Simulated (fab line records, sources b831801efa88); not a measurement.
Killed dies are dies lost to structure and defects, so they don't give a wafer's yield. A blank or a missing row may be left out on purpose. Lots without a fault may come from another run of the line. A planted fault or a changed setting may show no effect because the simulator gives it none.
A struck lot beside a sound one | flow gf180mcu | 43 steps out of a route of 602
Sound: wafers L189.1, L189.2, L189.5. Struck: wafers L200.4, L200.5. (L200.6 of the same lot was not struck and is left out.) The cause comes at the end.
At each step with rows: each side's tool, then ch and its chambers, then its first start. Under that, the readings that differ: sound wafers | struck wafers | difference of the means | sigmas: that difference in standard deviations of wafers without a fault.
alike: readings whose means differ by less than 2 such deviations, and words and numbers that are the same on both sides. not compared: withheld readings, readings that some wafer has no value for, bounds like >300 that may hide the same value, and numbers for which the record gives no deviation and whose values overlap.
The two part at a step that has a row with sigmas, a row that says differs or no value, or rows on one side only. Numbers that don't overlap but have no deviation are shown without sigmas and don't part them. A reading that every wafer of one side lacks parts them only if that side has two wafers or more.

first, 1 step without rows for these wafers: GF_V2_ETCH_16 (etches BARC in N2/H2).
GF_V2_ETCH_17: etches SiO2 in C4F8/O2/Ar, stops on TiN, target depth 630 nm.
  sound on rie_diel-01 ch 1,3; struck on rie_diel-03 ch 2
  alike: oes_product_au
GF_V2_STRIP_18: strips in O2/N2.
  sound on plasma_asher-03 ch 0,1, day 20 22:14; struck on plasma_asher-03 ch 0, day 25 02:04
  alike: drypump_motor_current_A, heater_power_w, o2_flow_sccm, oes_product_au
  not compared: rf_hours_counter_h
then, 5 steps without rows for these wafers: GF_V2_STRIP_19 (strips in post etch residue remover, time 1200 s); GF_V2_CLEAN_20 (cleans in DIW); GF_V2_SPUTTER_21 (material Ti, target thk 15 nm, time 80.02 s); GF_V2_SPUTTER_22 (material TiN, target thk 10 nm, time 40 s); GF_V2_CVD_23 (deposits W, target thk 350 nm, time 104.94 s).
GF_V2_RS_MEAS_24: measures by four-point-probe.
  sound on film_metro-04, day 20 23:19; struck on film_metro-01, day 25 03:14
  alike: V2_W_RS
GF_V2_THK_MEAS_25: measures by xrf.
  sound on film_metro-04, day 20 23:26; struck on film_metro-01, day 25 03:20
  alike: V2_W_THK
GF_V2_CMP_26: polishes, stops on SiO2, t overpolish 15 s, target thk 0 nm.
  sound on cmp-02 ch 0,1, day 20 23:33; struck on cmp-01 ch 0,1, day 25 03:22
  alike: edge_zone_pressure_frac, motor_current_A, overpolish_run_s, time_to_endpoint_s
then, 1 step without rows for these wafers: GF_M3_SPUTTER_00 (material Ti, target thk 37.5 nm, time 150 s).
GF_M3_SPUTTER_01: material TiN, target thk 30 nm, time 25 s.
  sound on pvd_sputter-01, day 20 23:54; struck on pvd_sputter-01, day 25 03:46
  alike: throttle_valve_pct
GF_M3_SPUTTER_02: material AlCu, target thk 450 nm, time 23.9 s.
  sound on pvd_sputter-01, day 20 23:56; struck on pvd_sputter-01, day 25 03:47
  alike: throttle_valve_pct
then, 1 step without rows for these wafers: GF_M3_SPUTTER_03 (material Ti, target thk 10 nm, time 6.7 s).
GF_M3_SPUTTER_04: material TiN, target thk 50 nm, time 41.7 s.
  sound on pvd_sputter-01, day 20 23:59; struck on pvd_sputter-01, day 25 03:50
  alike: throttle_valve_pct
GF_M3_RS_MEAS_05: measures by four-point-probe.
  sound on film_metro-01, day 21 00:01; struck on film_metro-01, day 25 03:56
  alike: M3_ALCU_RS
GF_M3_THK_MEAS_06: measures by xrf.
  sound on film_metro-01, day 21 00:08; struck on film_metro-01, day 25 04:02
  alike: M3_ALCU_THK
then, 7 steps without rows for these wafers: GF_M3_DEHYDRATE_07 (time 60 s); GF_M3_HMDS_08 (prime time 60 s); GF_M3_COAT_09 (resist thk 1000 nm); GF_M3_SOFTBAKE_10 (time 60 s); GF_M3_EXPOSE_11 (exposes mask Metal3, target cd 280 nm); GF_M3_PEB_12 (peb time 90 s); GF_M3_DEVELOP_13 (develop time 60 s).
GF_M3_CD_MEAS_14: target cd 280 nm.
  sound on cd_sem-02, day 21 23:34; struck on cd_sem-01, day 26 01:26
  alike: cd_nm
GF_M3_OVL_MEAS_15:
  sound on overlay-02, day 21 23:41; struck on overlay-02, day 26 01:31
  alike: M3_OVL
then, 5 steps without rows for these wafers: GF_M3_METAL_ETCH_16 (etches the open film in Cl2/BCl3, stops on SiO2, target depth 627.5 nm, time 104.6 s); GF_M3_STRIP_17 (strips in O2/N2); GF_M3_STRIP_18 (strips in post etch residue remover, time 1200 s); GF_M3_CLEAN_19 (cleans in DIW); GF_V3_CVD_00 (deposits SiO2, target thk 600 nm, time 100 s).
GF_V3_THK_MEAS_01:
  sound on film_metro-03, day 22 00:27; struck on film_metro-01, day 26 02:17
  alike: V3_CVD_00_THK
then, 1 step without rows for these wafers: GF_V3_CVD_02 (deposits SiO2 from TEOS, target thk 850 nm, time 94.851 s).
GF_V3_THK_MEAS_03:
  sound on film_metro-04, day 22 00:35; struck on film_metro-03, day 26 02:25
  alike: V3_CVD_02_THK
then, 1 step without rows for these wafers: GF_V3_CMP_04 (polishes SiO2).
GF_V3_BOW_MEAS_05:
  sound on film_metro-03, day 22 00:56; struck on film_metro-04, day 26 02:49
  alike: V3_BOW
then, 5 steps without rows for these wafers: GF_V3_DEHYDRATE_06 (time 60 s); GF_V3_HMDS_07 (prime time 60 s); GF_V3_COAT_08; GF_V3_COAT_09 (resist thk 1000 nm); GF_V3_SOFTBAKE_10 (time 60 s).
-- the record jumps here: 7 days lie between the struck wafers' starts before and after (it left off in module V3 and takes up again in module PASSIVATION, whose first step shown is number 602 of the route) --
GF_PASSIVATION_PROBE_99:
  the record has rows for the struck wafers here (prober-01, day 32 21:15) and none for the sound ones

WHERE THEY PART
Only at GF_PASSIVATION_PROBE_99, within this record.

WHY: what the simulator had put in
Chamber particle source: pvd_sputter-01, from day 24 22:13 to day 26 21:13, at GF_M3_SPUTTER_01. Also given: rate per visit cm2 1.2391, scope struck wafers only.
